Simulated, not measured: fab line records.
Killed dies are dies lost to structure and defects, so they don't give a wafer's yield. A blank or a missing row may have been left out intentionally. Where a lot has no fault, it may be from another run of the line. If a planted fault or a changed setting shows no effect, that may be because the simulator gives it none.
Which tool did it? / flow gf180mcu / Sampling: 13 lots, 39 wafers, 2 of 602 route steps

== WHAT THE GAUGES READ, wafer by wafer ==
GF_M3_RS_MEAS_05: a four-point-probe measurement.
lot=L523; measured=day 21 05:15; on=filmMetro-04; M3_ALCU_RS (ohm/sq)=0.0697 0.0688 0.0699
lot=L525; measured=day 22 07:56; on=filmMetro-01; M3_ALCU_RS (ohm/sq)=0.0698 0.0695 0.0697
lot=L527; measured=day 22 20:51; on=filmMetro-03; M3_ALCU_RS (ohm/sq)=0.0701 0.0705 0.0691
lot=L528; measured=day 23 08:23; on=filmMetro-01; M3_ALCU_RS (ohm/sq)=0.0708 0.0707 0.0705
lot=L535; measured=day 26 00:32; on=filmMetro-01; M3_ALCU_RS (ohm/sq)=0.0699 0.0694 0.0698
lot=L536; measured=day 26 10:39; on=filmMetro-01; M3_ALCU_RS (ohm/sq)=0.0693 0.0697 0.0696
lot=L537; measured=day 26 18:59; on=filmMetro-01; M3_ALCU_RS (ohm/sq)=0.0686 0.0689 0.0692
lot=L538; measured=day 26 20:09; on=filmMetro-01; M3_ALCU_RS (ohm/sq)=0.0692 0.0690 0.0689
lot=L539; measured=day 26 21:45; on=filmMetro-04; M3_ALCU_RS (ohm/sq)=0.0690 0.0689 0.0691
lot=L540; measured=day 27 06:20; on=filmMetro-01; M3_ALCU_RS (ohm/sq)=0.0697 0.0700 0.0692
lot=L541; measured=day 27 13:38; on=filmMetro-01; M3_ALCU_RS (ohm/sq)=0.0698 0.0693 0.0707
lot=L542; measured=day 27 23:30; on=filmMetro-01; M3_ALCU_RS (ohm/sq)=0.0697 0.0702 0.0693
lot=L543; measured=day 28 02:36; on=filmMetro-04; M3_ALCU_RS (ohm/sq)=0.0702 0.0691 0.0701

== TOOL THAT RAN EACH LOT (tool first, then ch and the chambers of the sampled wafers, then the start) ==
lot=L523; GF_M3_SPUTTER_03=pvdSputter-04, day 21 05:09
lot=L525; GF_M3_SPUTTER_03=pvdSputter-04, day 22 07:52
lot=L527; GF_M3_SPUTTER_03=pvdSputter-02, day 22 20:47
lot=L528; GF_M3_SPUTTER_03=pvdSputter-02, day 23 08:19
lot=L535; GF_M3_SPUTTER_03=pvdSputter-01, day 26 00:27
lot=L536; GF_M3_SPUTTER_03=pvdSputter-01, day 26 10:34
lot=L537; GF_M3_SPUTTER_03=pvdSputter-01, day 26 18:56
lot=L538; GF_M3_SPUTTER_03=pvdSputter-04, day 26 20:05
lot=L539; GF_M3_SPUTTER_03=pvdSputter-04, day 26 21:40
lot=L540; GF_M3_SPUTTER_03=pvdSputter-04, day 27 06:15
lot=L541; GF_M3_SPUTTER_03=pvdSputter-01, day 27 13:34
lot=L542; GF_M3_SPUTTER_03=pvdSputter-01, day 27 23:25
lot=L543; GF_M3_SPUTTER_03=pvdSputter-02, day 28 02:32
- GF_M3_SPUTTER_03: material Ti, target thk 10 nm, time 6.7 s.

== AS READ BY THE TOOLS THEMSELVES (means over the sampled wafers that have a number; for cases with no such wafer, the mark the record gives instead) ==
GF_M3_SPUTTER_03.
lot=L523; tool=pvdSputter-04; throttleValvePct (%)=31.2
lot=L525; tool=pvdSputter-04; throttleValvePct (%)=30.2
lot=L527; tool=pvdSputter-02; throttleValvePct (%)=30.2
lot=L528; tool=pvdSputter-02; throttleValvePct (%)=30.6
lot=L535; tool=pvdSputter-01; throttleValvePct (%)=30.3
lot=L536; tool=pvdSputter-01; throttleValvePct (%)=30.2
lot=L537; tool=pvdSputter-01; throttleValvePct (%)=30.3
lot=L538; tool=pvdSputter-04; throttleValvePct (%)=30.1
lot=L539; tool=pvdSputter-04; throttleValvePct (%)=31.0
lot=L540; tool=pvdSputter-04; throttleValvePct (%)=29.3
lot=L541; tool=pvdSputter-01; throttleValvePct (%)=30.5
lot=L542; tool=pvdSputter-01; throttleValvePct (%)=30.2
lot=L543; tool=pvdSputter-02; throttleValvePct (%)=30.2

== THE ANSWER, worked out from the rows above alone ==
Rule: what is usual is taken from the lots themselves. The widest of any qualifying gaps counts: lots, ordered by their means at a reading, are off when they make up no more than a third of the lots, leave a main group of 4 or more, and stand apart from it by 3 or more times the standard deviation of that group's means. If all means in a main group match to the digits the tables above print for the reading, that group is not used. Also off: a lot with no number at a reading for which 4 or more lots have one. Any other lot the step has rows for is counted as sound. First the gauges in route order, then the tools' own readings, where a lot's mean is used as printed above. At the first step where some lot is off, the reading lying furthest off is the one used; lots without a number count as furthest.
None of the lots is off at any reading shown; this tells nothing.

== WHAT THE SIMULATOR HAD INSERTED ==
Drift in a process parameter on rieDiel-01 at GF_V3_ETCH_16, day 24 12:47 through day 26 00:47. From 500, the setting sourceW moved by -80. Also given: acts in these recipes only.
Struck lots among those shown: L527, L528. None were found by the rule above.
